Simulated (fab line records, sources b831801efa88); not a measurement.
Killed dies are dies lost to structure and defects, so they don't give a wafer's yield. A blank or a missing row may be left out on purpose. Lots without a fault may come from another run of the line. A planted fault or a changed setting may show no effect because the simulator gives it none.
Which tool did it? | flow sfq_line | 7 lots, 21 wafers sampled, at 2 steps of a route of 325

WHAT THE GAUGES READ, wafer by wafer
SFQ_M3_RS_MEAS_919: measures by four-point-probe.
lot  | measured     | on            | M3_NB_RS (ohm/sq)
L357 | day 42 22:53 | film_metro-01 | 0.875 0.882 0.883
L361 | day 44 17:36 | film_metro-04 | 0.897 0.900 0.905
L370 | day 46 11:41 | film_metro-04 | 0.878 0.891 0.890
L372 | day 46 15:19 | film_metro-04 | 0.872 0.876 0.874
L374 | day 46 22:43 | film_metro-03 | 0.906 0.903 0.901
L376 | day 47 02:18 | film_metro-01 | 0.883 0.886 0.887
L378 | day 47 04:42 | film_metro-04 | 0.885 0.893 0.895

WHICH TOOL RAN EACH LOT (tool, then ch and the chambers of the sampled wafers, then the start)
lot  | SFQ_TRILAYER_I1_VIA_STRIP_STRIP_053
L357 | rie_metal-04 ch 0,1, day 30 01:59
L361 | rie_metal-03 ch 0,1, day 31 18:54
L370 | rie_metal-04 ch 1, day 33 21:47
L372 | rie_metal-04 ch 0,1, day 34 01:35
L374 | rie_metal-04 ch 0,1, day 34 03:47
L376 | rie_metal-03 ch 0,1, day 34 07:23
L378 | rie_metal-01 ch 0,1, day 34 10:59
- SFQ_TRILAYER_I1_VIA_STRIP_STRIP_053: strips in O2.

THE ANSWER, worked out from the rows above alone
Rule: what is usual is taken from the lots themselves. Put in order of their means at a reading, lots are off if they are a third of the lots or fewer, leave a main group of 4 or more, and stand apart from it by a gap of 3 or more times the standard deviation of the main group's means; of several such gaps the widest counts. A main group whose means are all the same, to the digits that the tables above print for the reading, isn't used. A lot without any number at a reading at which 4 lots or more have one is off too. The other lots that the step has rows for count as sound.
No lot is off at any reading shown: from this, nothing can be told.

WHAT THE SIMULATOR HAD PUT IN
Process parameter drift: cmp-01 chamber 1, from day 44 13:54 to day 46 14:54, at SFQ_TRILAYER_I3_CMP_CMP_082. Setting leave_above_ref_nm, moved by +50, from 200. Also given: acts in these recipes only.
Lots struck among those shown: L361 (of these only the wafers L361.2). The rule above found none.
